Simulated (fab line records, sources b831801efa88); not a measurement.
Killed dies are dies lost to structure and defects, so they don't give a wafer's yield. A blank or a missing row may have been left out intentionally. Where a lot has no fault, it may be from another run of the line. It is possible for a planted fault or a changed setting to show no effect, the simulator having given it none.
One fault seen from 2 desks + flow gf180mcu + each desk holds nothing but its own numbers, with what lay behind them at the end

== THE METROLOGY DESK ==
What the gauges read, lot by lot, whatever tool the lot ran on: means of the sampled wafers that have a number. A lot is out of limits, marked OUT, if its mean lies more than 4 standard deviations from the usual mean; the brackets give that distance.
Columns: A = V5_W_RS at GF_V5_RS_MEAS_24, usual 0.327 ohm/sq; B = TOP_METAL_ALCU_RS at GF_TOP_METAL_RS_MEAS_05, usual 0.0329 ohm/sq
| lot  | first seen here | A     | B      |
|------|-----------------|-------|--------|
| L965 | day 27 13:18    | 0.329 | 0.0327 |
| L966 | day 27 20:42    | 0.327 | 0.0336 |
| L968 | day 28 15:35    | 0.330 | 0.0330 |
| L970 | day 29 09:56    | 0.329 | 0.0328 |
| L972 | day 29 19:05    | 0.324 | 0.0330 |
| L973 | day 30 04:42    | 0.325 | 0.0329 |
| L974 | day 30 13:35    | 0.325 | 0.0327 |
| L975 | day 30 20:45    | 0.330 | 0.0326 |
| L976 | day 31 02:13    | 0.329 | 0.0327 |
| L977 | day 31 05:56    | 0.331 | 0.0328 |
| L982 | day 32 11:23    | 0.322 | 0.0331 |
| L984 | day 33 00:59    | 0.329 | 0.0334 |
| L985 | day 33 05:44    | 0.326 | 0.0325 |
| L986 | day 33 09:46    | 0.332 | 0.0326 |
This desk's verdict: no lot among the 14 shows anything out of limits.

== AT THE TOOL OWNER'S DESK: rie diel-01 ==
The tool's own readings at GF_CONTACT_ETCH_16 (etches BARC in N2/H2): means of the sampled wafers that have a number, for each lot that ran on this tool. A lot is out of limits, marked OUT, if its mean lies more than 4 standard deviations from the usual mean; the brackets give that distance.
Columns: A = drypump motor current A at GF_CONTACT_ETCH_16, usual 5.7 A; B = oes product au at GF_CONTACT_ETCH_16, usual 0.855 a.u.; C = throttle valve pct at GF_CONTACT_ETCH_16, usual 13.226 %
| lot  | first seen here | A   | B     | C      |
|------|-----------------|-----|-------|--------|
| L972 | day 19 02:06    | 5.7 | 0.853 | 13.233 |
| L973 | day 19 16:30    | 5.6 | 0.852 | 13.220 |
| L976 | day 20 21:22    | 5.6 | 0.854 | 13.232 |
| L977 | day 20 23:48    | 5.6 | 0.855 | 13.231 |
| L982 | day 22 14:52    | 5.6 | 0.854 | 13.226 |
| L985 | day 23 17:29    | 5.6 | 0.858 | 13.223 |
This desk's verdict: no lot among the 6 shows anything out of limits.

== ALL TOGETHER ==
From the metrology desk's view, nothing was out of limits.
Nothing out of limits was seen by the tool owner's desk.

== WHAT HAD BEEN PUT IN BY THE SIMULATOR ==
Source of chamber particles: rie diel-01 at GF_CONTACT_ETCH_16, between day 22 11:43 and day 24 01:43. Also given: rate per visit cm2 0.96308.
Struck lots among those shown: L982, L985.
